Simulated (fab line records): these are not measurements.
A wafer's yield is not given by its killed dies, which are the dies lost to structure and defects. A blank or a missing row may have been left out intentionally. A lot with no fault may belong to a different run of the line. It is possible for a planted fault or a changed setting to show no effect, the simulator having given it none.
fab line records	flow sky130
[record] lots = 6	wafers = 18	lastDay = 50
route steps=708 shown NWELL@79 PWDE@84 VT_ADJUST_HVTP@85 VT_ADJUST_LVTN@97 PAD_OPEN@708
lots untouched by any fault: they come from a run of this same line in which no faults occurred
startH: hours from the record's opening day to when the first of the lot's shown wafers began	waitH: hours from the lot's prior step to this one	" same as the row above	L1.1+2: several wafers, shown together as one row	- no value, or no start was given	* or withheld: withheld	< > ~ a bound
route shown NAME@n: a module of which the file shows steps, and the number in the route of the first	usual: mean/standard deviation taken from wafers without a fault	same: alike in all rows	chamber/n: place in a boat	sites: readings site by site	_std_site: how widely they spread, as a standard deviation	_edge_site: inner sites' mean taken away from outer sites' mean	radiusMm: how far each site lies from the wafer's centre	mask NAME#n: copy n	behind: the tool/chamber that last shaped the wafer	hold: reason for holding the lot/hours on hold/outcome of the hold	device: the n, p or np transistor that did not switch	end of line: the same wafers' tests at the end of the route	for a step that has no rows: nothing shown but its recipe	killed: at the first sort, the dies lost to defects and structure; wafer yield is something else	map: the dies of a wafer, with x for killed, . for not killed, _ for no die there
set.NAME: the run value of the setting; set.NAME@STEP: its run value at that earlier step	model.NAME: the simulator's own value behind a step, which no gauge read
lots at selected steps of the route; one table per step, one row per wafer
services: when a tool's chamber went out of use (startH, in hours from the record's first day, below 0 if earlier), for how many hours, and the reason
[[steps]]
[step SKY_NWELL_TW_MEAS_26]
[usual] NWELL_2_TW = 498/3.1
lot.wafer	tool	chamber	startH	waitH	NWELL_2_TW
L528.2	filmMetro-04	-	114.96	0.1	499
L528.4	"	-	"	"	498
L528.6	"	-	"	"	496
L534.1	filmMetro-04	-	155.55	0.1	497
L534.3	"	-	"	"	495
L534.5	"	-	"	"	498
L536.2	filmMetro-03	-	167.76	0.1	502
L536.3	"	-	"	"	500
L536.4	"	-	"	"	502
L538.2	filmMetro-03	-	178.31	0.1	503
L538.3	"	-	"	"	500
L538.6	"	-	"	"	503
L545.1	filmMetro-01	-	221.30	0.1	497
L545.3	"	-	"	"	498
L545.5	"	-	"	"	495
L547.2	filmMetro-03	-	242.71	0.1	505
L547.3	"	-	"	"	502
L547.6	"	-	"	"	504
[step SKY_NWELL_CLEAN_27]
[recipe] chemistry = SC1/SC2	mix = 1:4:20	tempC = 70	timeS = 150	dry = n2Spin
[step SKY_NWELL_RTA_28]
[recipe] tempC = 1050	timeS = 30	idleTempC = 650	rampUpCPerS = 150	rampDownCPerS = 90	ambient = N2
[usual] annealTempCMax = 1055.8/1.5	lampPowerPct = 25.30/0.051	rampDownCPerS = 90.000/0.015	wafer_temp_C_max = 1054.9/0.95
lot.wafer	tool	chamber	startH	waitH	annealTempCMax	lampPowerPct	rampDownCPerS	wafer_temp_C_max
L528.2	rtpAnneal-01	0	115.08	0.0	1056.0	25.25	90.010	1055.3
L528.4	"	0	"	"	1056.8	25.25	90.033	1055.4
L528.6	"	0	"	"	1058.0	25.28	89.991	1054.8
L534.1	rtpAnneal-02	0	155.66	0.0	1054.6	25.37	90.004	1054.7
L534.3	"	0	"	"	1053.7	25.33	90.006	1054.5
L534.5	"	0	"	"	1054.1	25.31	90.010	1056.2
L536.2	rtpAnneal-02	0	167.87	0.0	1054.8	25.28	90.004	1054.3
L536.3	"	0	"	"	1055.3	25.23	90.029	1057.5
L536.4	"	0	"	"	1054.9	25.36	89.987	1052.9
L538.2	rtpAnneal-01	0	178.42	0.0	1057.3	25.33	89.993	1056.0
L538.3	"	0	"	"	1059.7	25.35	90.000	1053.8
L538.6	"	0	"	"	1056.1	25.27	89.984	1055.3
L545.1	rtpAnneal-02	0	221.41	0.0	1054.3	25.28	90.006	1056.0
L545.3	"	0	"	"	1053.7	25.34	90.008	1057.0
L545.5	"	0	"	"	1055.1	25.28	89.970	1054.4
L547.2	rtpAnneal-02	0	242.83	0.0	1052.7	25.29	90.016	1056.7
L547.3	"	0	"	"	1053.7	25.40	90.001	1054.4
L547.6	"	0	"	"	1054.3	25.29	89.973	1054.2
[step SKY_NWELL_RS_MEAS_29]
[recipe] thkMeasGauge = four-point-probe
[usual] NWELL_RS = 624.7/1.5
lot.wafer	tool	chamber	startH	waitH	NWELL_RS[ohm/sq]
L528.2	filmMetro-01	-	115.18	0.1	624.3
L528.4	"	-	"	"	625.1
L528.6	"	-	"	"	623.8
L534.1	filmMetro-01	-	155.76	0.1	623.0
L534.3	"	-	"	"	623.6
L534.5	"	-	"	"	623.0
L536.2	filmMetro-01	-	167.98	0.1	624.5
L536.3	"	-	"	"	622.5
L536.4	"	-	"	"	623.1
L538.2	filmMetro-03	-	178.53	0.1	624.3
L538.3	"	-	"	"	625.7
L538.6	"	-	"	"	626.3
L545.1	filmMetro-01	-	221.51	0.1	624.1
L545.3	"	-	"	"	623.2
L545.5	"	-	"	"	623.6
L547.2	filmMetro-04	-	242.93	0.1	625.8
L547.3	"	-	"	"	625.2
L547.6	"	-	"	"	626.8
[step SKY_NWELL_RS_MEAS_31]
[recipe] thkMeasGauge = four-point-probe
[usual] PWDE_RS = 5274/15
lot.wafer	tool	chamber	startH	waitH	PWDE_RS[ohm/sq]
L528.2	filmMetro-01	-	115.42	0.1	5259
L528.4	"	-	"	"	5266
L528.6	"	-	"	"	5260
L534.1	filmMetro-01	-	156.00	0.1	5278
L534.3	"	-	"	"	5279
L534.5	"	-	"	"	5264
L536.2	filmMetro-01	-	168.22	0.1	5281
L536.3	"	-	"	"	5293
L536.4	"	-	"	"	5276
L538.2	filmMetro-03	-	178.77	0.1	5298
L538.3	"	-	"	"	5290
L538.6	"	-	"	"	5287
L545.1	filmMetro-01	-	221.75	0.1	5276
L545.3	"	-	"	"	5278
L545.5	"	-	"	"	5280
L547.2	filmMetro-04	-	243.17	0.1	5249
L547.3	"	-	"	"	5264
L547.6	"	-	"	"	5251
[step SKY_VT_ADJUST_HVTP_DEHYDRATE_00]
[recipe] tempC = 200	timeS = 60
[step SKY_VT_ADJUST_HVTP_HMDS_01]
[recipe] primeTimeS = 60	primeTempC = 120
[step SKY_VT_ADJUST_HVTP_COAT_02]
[recipe] resist = NOVOLAK	spinRpm = 3000	resistThkNm = 1140
[step SKY_VT_ADJUST_HVTP_SOFTBAKE_03]
[recipe] tempC = 90	timeS = 60	resist = NOVOLAK
[step SKY_VT_ADJUST_HVTP_EXPOSE_04]
[recipe] maskId = HVTPM	na = 0.6	sourceShape = conventional	sigmaOuter = 0.6	polarization = unpolarized	targetCdNm = 380	doseMj = 140
[step SKY_VT_ADJUST_HVTP_PEB_05]
[recipe] tempC = withheld	timeS = *	resist = NOVOLAK
[step SKY_VT_ADJUST_HVTP_DEVELOP_06]
[recipe] resist = NOVOLAK	developer = TMAH	developTimeS = 60	devTempC = 23
[usual] exhaustPa = 45.0/0.86
lot.wafer	tool	chamber	startH	waitH	exhaustPa
L528.2	lithoTrack-01	0	134.18	0.1	45.2
L528.4	"	0	"	"	45.5
L528.6	"	0	"	"	43.6
L534.1	lithoTrack-02	0	174.87	0.1	45.0
L534.3	"	0	"	"	43.4
L534.5	"	0	"	"	45.3
L536.2	lithoTrack-02	0	187.35	0.1	45.9
L536.3	"	0	"	"	46.4
L536.4	"	0	"	"	45.6
L538.2	lithoTrack-02	0	199.65	0.1	44.9
L538.3	"	0	"	"	45.9
L538.6	"	0	"	"	45.1
L545.1	lithoTrack-01	0	244.31	0.1	45.5
L545.3	"	0	"	"	46.2
L545.5	"	0	"	"	46.2
L547.2	lithoTrack-04	0	266.04	0.1	44.4
L547.3	"	0	"	"	45.7
L547.6	"	0	"	"	43.9
[step SKY_VT_ADJUST_HVTP_CD_MEAS_07]
[recipe] targetCdNm = 380
[usual] cdNm = 378.7/2.3
lot.wafer	tool	chamber	startH	waitH	cdNm
L528.2	cdSem-01	-	134.33	0.1	379.9
L528.4	"	-	"	"	383.4
L528.6	"	-	"	"	381.4
L534.1	cdSem-01	-	175.02	0.1	374.9
L534.3	"	-	"	"	375.2
L534.5	"	-	"	"	376.7
L536.2	cdSem-02	-	187.49	0.1	-
L536.3	"	-	"	"	-
L536.4	"	-	"	"	-
L538.2	cdSem-02	-	199.79	0.1	-
L538.3	"	-	"	"	-
L538.6	"	-	"	"	-
L545.1	cdSem-02	-	244.46	0.1	376.9
L545.3	"	-	"	"	379.5
L545.5	"	-	"	"	378.2
L547.2	cdSem-01	-	266.19	0.1	380.5
L547.3	"	-	"	"	376.1
L547.6	"	-	"	"	378.1
[step SKY_VT_ADJUST_HVTP_OVL_MEAS_08]
[usual] VT_ADJUST_HVTP_OVL = 1.0/1.5
lot.wafer	tool	chamber	startH	waitH	VT_ADJUST_HVTP_OVL[nm]
L528.2	overlay-01	-	134.44	0.1	1.5
L528.4	"	-	"	"	-0.4
L528.6	"	-	"	"	-0.6
L534.1	overlay-02	-	175.14	0.1	0.5
L534.3	"	-	"	"	1.2
L534.5	"	-	"	"	0.7
L536.2	overlay-01	-	187.60	0.1	-
L536.3	"	-	"	"	-
L536.4	"	-	"	"	-
L538.2	overlay-01	-	199.90	0.1	-
L538.3	"	-	"	"	-
L538.6	"	-	"	"	-
L545.1	overlay-01	-	244.58	0.1	-0.1
L545.3	"	-	"	"	2.1
L545.5	"	-	"	"	0.8
L547.2	overlay-02	-	266.29	0.1	2.7
L547.3	"	-	"	"	1.9
L547.6	"	-	"	"	1.2
[step SKY_VT_ADJUST_HVTP_IMPLANT_09]
[recipe] species = As	energyKev = 150	doseCm2 = 4.3e+12	tiltDeg = withheld
[step SKY_VT_ADJUST_HVTP_STRIP_10]
[recipe] chemistry = O2/N2	powerW = 1400	pressureMtorr = 1500	platenTempC = withheld	o2FlowSccm = 3000	n2FlowSccm = 300	overashFraction = 0.5
[usual] drypumpMotorCurrentA = 5.19/0.17	oesProductAu = 0.716/0.0045	stripTimeToEndpointS = 14.18/0.038
lot.wafer	tool	chamber	startH	waitH	drypumpMotorCurrentA	oesProductAu	rfHoursCounterH	stripTimeToEndpointS
L528.2	plasmaAsher-03	1	134.62	0.1	5.19	0.722	44	14.19
L528.4	"	1	"	"	5.20	0.719	-	14.17
L528.6	"	0	"	"	5.39	0.715	-	14.18
L534.1	plasmaAsher-02	1	175.33	0.1	5.38	0.714	37	14.12
L534.3	"	0	"	"	5.09	0.718	-	14.13
L534.5	"	1	"	"	5.40	0.709	-	14.13
L536.2	plasmaAsher-02	0	187.78	0.1	5.07	0.713	38	14.19
L536.3	"	0	"	"	5.07	0.717	-	14.18
L536.4	"	1	"	"	5.39	0.721	-	14.17
L538.2	plasmaAsher-02	1	200.08	0.1	5.39	0.714	39	14.21
L538.3	"	1	"	"	5.40	0.715	-	14.19
L538.6	"	1	"	"	5.42	0.720	-	14.15
L545.1	plasmaAsher-04	1	244.77	0.1	5.20	0.714	54	14.16
L545.3	"	1	"	"	5.18	0.715	-	14.17
L545.5	"	0	"	"	4.91	0.717	-	14.16
L547.2	plasmaAsher-04	1	266.47	0.1	5.20	0.718	57	14.20
L547.3	"	1	"	"	5.20	0.714	-	14.21
L547.6	"	0	"	"	4.91	0.716	-	14.19
[step SKY_VT_ADJUST_HVTP_TW_MEAS_11]
[usual] VT_ADJUST_HVTP_TW = 1356/11
lot.wafer	tool	chamber	startH	waitH	VT_ADJUST_HVTP_TW
L528.2	filmMetro-02	-	134.73	0.1	1335
L528.4	"	-	"	"	1335
L528.6	"	-	"	"	1331
L534.1	filmMetro-03	-	175.43	0.1	1363
L534.3	"	-	"	"	1367
L534.5	"	-	"	"	1370
L536.2	filmMetro-03	-	187.89	0.1	30
L536.3	"	-	"	"	30
L536.4	"	-	"	"	31
L538.2	filmMetro-03	-	200.19	0.1	30
L538.3	"	-	"	"	30
L538.6	"	-	"	"	30
L545.1	filmMetro-04	-	244.87	0.1	1345
L545.3	"	-	"	"	1357
L545.5	"	-	"	"	1349
L547.2	filmMetro-04	-	266.58	0.1	1362
L547.3	"	-	"	"	1355
L547.6	"	-	"	"	1362
[step SKY_VT_ADJUST_LVTN_DEHYDRATE_00]
[recipe] tempC = 200	timeS = 60
[step SKY_PAD_OPEN_PROBE_99]
[usual] killed_at_M0_to_M3 = 43/6	killed_at_M4_up = 3.2/1.9	killedAtContacts = 25/5.4	killedAtFrontEnd = 15/4.5	killedAtOther = 0.3/0.59	killedDies = 87/8.7	killedOnRim = 17/3.5	killedOpen = 47/6.7	killedShort = 39/5.7
[same] grossDies = 492	killedAtBackSide = 0
lot.wafer	tool	chamber	startH	waitH	killed_at_M0_to_M3	killed_at_M4_up	killedAtContacts	killedAtFrontEnd	killedAtOther	killedDies	killedOnRim	killedOpen	killedShort
L534.1	prober-01	-	1135.41	0.1	41	2	27	15	0	85	19	42	43
L534.3	prober-01	-	1135.51	0.2	35	4	23	18	0	80	9	42	38
L534.5	prober-01	-	1135.61	0.2	44	3	34	11	0	92	15	42	50
L536.2	prober-01	-	1159.28	0.1	49	8	30	405	0	492	96	63	40
L536.3	prober-01	-	1159.33	0.2	41	3	28	419	1	492	96	43	41
L536.4	prober-01	-	1159.38	0.2	36	6	33	417	0	492	96	45	43
L538.2	prober-01	-	1160.78	0.1	48	5	24	415	0	492	96	59	35
L538.3	prober-01	-	1160.83	0.2	38	4	25	425	0	492	96	36	41
L538.6	prober-01	-	1160.98	0.2	51	3	21	417	0	492	96	44	40
L547.2	prober-02	-	1208.99	0.1	42	4	20	11	0	77	12	38	39
L547.6	prober-02	-	1209.19	0.2	48	4	20	14	0	86	21	42	44
// killed by level:class
L534.1 LI_CONTACT:geometricParticle:open=9 CONTACT:geometricParticle:open=8 VIA2:geometricParticle:short=6 VIA1:geometricParticle:short=6 VIA3:geometricParticle:short=6 VIA3:geometricParticle:open=6 CONTACT:geometricParticle:short=5 VIA1:geometricParticle:open=5
L534.3 CONTACT:geometricParticle:open=9 POLY_GATE:geometricParticle:short=7 VIA2:geometricParticle:open=7 VIA1:geometricParticle:open=6 VIA3:geometricParticle:open=6 FIELD_ISO:geometricParticle:open=4 METAL4:geometricParticle:short=4 LI_CONTACT:geometricParticle:open=4
L534.5 LI_CONTACT:geometricParticle:open=10 LOCAL_INTERCONNECT:geometricParticle:short=9 VIA1:geometricParticle:open=8 METAL1:geometricParticle:short=8 VIA1:geometricParticle:short=8 VIA3:geometricParticle:open=7 CONTACT:geometricParticle:open=6 CONTACT:geometricParticle:short=6
L536.2 VT_ADJUST_HVTP:areaDevelop=389 VIA1:geometricParticle:open=18 CONTACT:geometricParticle:open=10 LI_CONTACT:geometricParticle:open=9 VIA2:geometricParticle:open=7 VIA3:geometricParticle:open=7 FIELD_ISO:geometricParticle:short=6 METAL4:geometricParticle:short=6
L536.3 VT_ADJUST_HVTP:areaDevelop=408 VIA1:geometricParticle:open=12 CONTACT:geometricParticle:open=9 LI_CONTACT:geometricParticle:open=8 METAL2:geometricParticle:short=7 LOCAL_INTERCONNECT:geometricParticle:short=5 VIA1:geometricParticle:short=5 VIA2:geometricParticle:open=5
L536.4 VT_ADJUST_HVTP:areaDevelop=404 CONTACT:geometricParticle:open=13 LI_CONTACT:geometricParticle:open=9 VIA1:geometricParticle:open=8 METAL1:geometricParticle:short=7 METAL4:geometricParticle:short=6 LOCAL_INTERCONNECT:geometricParticle:short=5 VIA2:geometricParticle:open=5
L538.2 VT_ADJUST_HVTP:areaDevelop=398 VIA1:geometricParticle:open=13 METAL2:geometricParticle:short=12 LI_CONTACT:geometricParticle:open=11 CONTACT:geometricParticle:open=10 VIA3:geometricParticle:open=7 FIELD_ISO:geometricParticle:short=4 POLY_GATE:geometricParticle:short=4
L538.3 VT_ADJUST_HVTP:areaDevelop=415 LI_CONTACT:geometricParticle:open=8 CONTACT:geometricParticle:open=7 METAL2:geometricParticle:short=7 VIA2:geometricParticle:open=6 METAL1:geometricParticle:short=5 FIELD_ISO:geometricParticle:short=4 LI_CONTACT:geometricParticle:short=4
L538.6 VT_ADJUST_HVTP:areaDevelop=408 VIA3:geometricParticle:open=10 VIA1:geometricParticle:short=9 LI_CONTACT:geometricParticle:open=8 METAL1:geometricParticle:short=7 VIA2:geometricParticle:open=7 VIA1:geometricParticle:open=7 CONTACT:geometricParticle:open=5
L547.2 CONTACT:geometricParticle:open=8 METAL1:geometricParticle:short=8 VIA1:geometricParticle:open=7 VIA3:geometricParticle:open=7 METAL2:geometricParticle:short=6 POLY_GATE:geometricParticle:short=5 LOCAL_INTERCONNECT:geometricParticle:short=5 VIA2:geometricParticle:open=5
L547.6 VIA1:geometricParticle:open=10 VIA3:geometricParticle:open=7 METAL1:geometricParticle:short=6 VIA2:geometricParticle:open=6 VIA2:geometricParticle:short=6 POLY_GATE:geometricParticle:short=5 LI_CONTACT:geometricParticle:open=5 LOCAL_INTERCONNECT:geometricParticle:short=5
// map L536.2 (x killed, . not)
__________xxxxxxxxxx_________
________xxxxxxxxxxxxxx_______
______xxxxxxxxxxxxxxxxxx_____
_____xxxxxxxxxxxxxxxxxxxx____
____xxxxxxxxxxxxxxxxxxxxxx___
___xxxxxxxxxxxxxxxxxxxxxxxx__
__xxxxxxxxxxxxxxxxxxxxxxxxxx_
_xxxxxxxxxxxxxxxxxxxxxxxxxxxx
_xxxxxxxxxxxxxxxxxxxxxxxxxxxx
_xxxxxxxxxxxxxxxxxxxxxxxxxxxx
_xxxxxxxxxxxxxxxxxxxxxxxxxxxx
_xxxxxxxxxxxxxxxxxxxxxxxxxxxx
_xxxxxxxxxxxxxxxxxxxxxxxxxxxx
_xxxxxxxxxxxxxxxxxxxxxxxxxxxx
_xxxxxxxxxxxxxxxxxxxxxxxxxxxx
__xxxxxxxxxxxxxxxxxxxxxxxxxx_
___xxxxxxxxxxxxxxxxxxxxxxxx__
____xxxxxxxxxxxxxxxxxxxxxx___
_____xxxxxxxxxxxxxxxxxxxx____
______xxxxxxxxxxxxxxxxxx_____
________xxxxxxxxxxxxxx_______
__________xxxxxxxxxx_________
// map L538.2 (x killed, . not)
__________xxxxxxxxxx_________
________xxxxxxxxxxxxxx_______
______xxxxxxxxxxxxxxxxxx_____
_____xxxxxxxxxxxxxxxxxxxx____
____xxxxxxxxxxxxxxxxxxxxxx___
___xxxxxxxxxxxxxxxxxxxxxxxx__
__xxxxxxxxxxxxxxxxxxxxxxxxxx_
_xxxxxxxxxxxxxxxxxxxxxxxxxxxx
_xxxxxxxxxxxxxxxxxxxxxxxxxxxx
_xxxxxxxxxxxxxxxxxxxxxxxxxxxx
_xxxxxxxxxxxxxxxxxxxxxxxxxxxx
_xxxxxxxxxxxxxxxxxxxxxxxxxxxx
_xxxxxxxxxxxxxxxxxxxxxxxxxxxx
_xxxxxxxxxxxxxxxxxxxxxxxxxxxx
_xxxxxxxxxxxxxxxxxxxxxxxxxxxx
__xxxxxxxxxxxxxxxxxxxxxxxxxx_
___xxxxxxxxxxxxxxxxxxxxxxxx__
____xxxxxxxxxxxxxxxxxxxxxx___
_____xxxxxxxxxxxxxxxxxxxx____
______xxxxxxxxxxxxxxxxxx_____
________xxxxxxxxxxxxxx_______
__________xxxxxxxxxx_________
[[services]]
tool	chamber	startH	hours	kind
plasmaAsher-04	-	105.34	0.3	repair
plasmaAsher-04	-	126.24	2.8	pm
plasmaAsher-03	-	245.79	7.7	repair
plasmaAsher-03	-	246.16	3.6	repair
[[key]]
[firstSign] step = SKY_VT_ADJUST_HVTP_CD_MEAS_07	reading = cdNm	direction = missing
[effect] step = SKY_VT_ADJUST_HVTP_OVL_MEAS_08	reading = VT_ADJUST_HVTP_OVL	direction = missing
[effect] step = SKY_VT_ADJUST_HVTP_TW_MEAS_11	reading = VT_ADJUST_HVTP_TW	direction = down	sigmas = 99+	usual = 1356	struck = 30
[effect] step = SKY_PAD_OPEN_PROBE_99	reading = killedAtFrontEnd	direction = up	sigmas = 90	usual = 15	struck = 416
[moreKillsBornAt] SKY_VT_ADJUST_HVTP_DEVELOP_06@lithoTrack-02 = 2422
metAt SKY_VT_ADJUST_HVTP_DEVELOP_06
struckWafers L536.2,L536.3,L536.4,L538.2,L538.3,L538.6
testerLeftOut L536,L538
onsetBetween 174.87 187.35
[fault] kind = processParameterDrift	tool = lithoTrack-02	chamber = -	onsetH = 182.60	steps = SKY_VT_ADJUST_HVTP_DEVELOP_06	channel = developTimeS	offset = *	shape = step	endH = 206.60	actsIn = *	stated = *
// testerLeftOut: of these lots the tester's yield and bins aren't shown, on N5 and GAA mostly nor the transistor test; their killed dies are dies lost to structure and defects alone, not to doping, threshold or leakage, so they don't give the yield
